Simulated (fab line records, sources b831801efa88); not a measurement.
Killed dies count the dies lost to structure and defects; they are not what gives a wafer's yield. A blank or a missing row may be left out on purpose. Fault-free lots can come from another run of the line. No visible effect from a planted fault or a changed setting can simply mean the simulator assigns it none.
Which tool is to blame? :: flow gf180mcu :: Sampling: 6 lots, 18 wafers, 3 of 602 route steps

== WHAT EACH GAUGE READ, for each wafer ==
GF_M3_OVL_MEAS_15.
lot: L155
measured: day 22 04:22
on: overlay-01
M3_OVL (nm): 1 4 -7

lot: L159
measured: day 23 17:19
on: overlay-02
M3_OVL (nm): -3 5 6

lot: L161
measured: day 24 10:32
on: overlay-02
M3_OVL (nm): 6 -11 2

lot: L163
measured: day 25 07:10
on: overlay-01
M3_OVL (nm): 11 3 14

lot: L172
measured: day 27 19:32
on: overlay-01
M3_OVL (nm): -6 -2 2

lot: L174
measured: day 28 07:48
on: overlay-01
M3_OVL (nm): -9 -4 -2

== EACH LOT AND THE TOOL THAT RAN IT (in order: tool; ch and the chambers of the sampled wafers; start) ==
lot: L155
GF_M2_SPUTTER_00: pvd_sputter-01, day 18 23:35
GF_V2_STRIP_18: plasma_asher-01 ch 0,1, day 21 02:35

lot: L159
GF_M2_SPUTTER_00: pvd_sputter-01, day 20 15:22
GF_V2_STRIP_18: plasma_asher-03 ch 0, day 22 16:41

lot: L161
GF_M2_SPUTTER_00: pvd_sputter-01, day 21 09:10
GF_V2_STRIP_18: plasma_asher-02 ch 0,1, day 23 10:47

lot: L163
GF_M2_SPUTTER_00: pvd_sputter-02, day 22 07:49
GF_V2_STRIP_18: plasma_asher-03 ch 0,1, day 24 07:45

lot: L172
GF_M2_SPUTTER_00: pvd_sputter-02, day 25 02:07
GF_V2_STRIP_18: plasma_asher-01 ch 0,1, day 26 22:11

lot: L174
GF_M2_SPUTTER_00: pvd_sputter-02, day 25 15:07
GF_V2_STRIP_18: plasma_asher-03 ch 0,1, day 27 10:51
- GF_M2_SPUTTER_00: material Ti, target thk 37.5 nm, time 150 s.
- GF_V2_STRIP_18: strips in O2/N2.

== THE ANSWER, worked out from the rows above alone ==
Rule: what is usual is taken from the lots themselves. The widest of any qualifying gaps counts: lots, ordered by their means at a reading, are off when they make up no more than a third of the lots, leave a main group of 4 or more, and stand apart from it by 3 or more times the standard deviation of that group's means. The tables above print the reading to a certain number of digits; a main group whose means all agree to those digits is not used. Also off: a lot with no number at a reading for which 4 or more lots have one. Any other lot the step has rows for is counted as sound.
None of the lots is off at any reading shown; this tells nothing.

== WHAT THE SIMULATOR HAD PUT IN ==
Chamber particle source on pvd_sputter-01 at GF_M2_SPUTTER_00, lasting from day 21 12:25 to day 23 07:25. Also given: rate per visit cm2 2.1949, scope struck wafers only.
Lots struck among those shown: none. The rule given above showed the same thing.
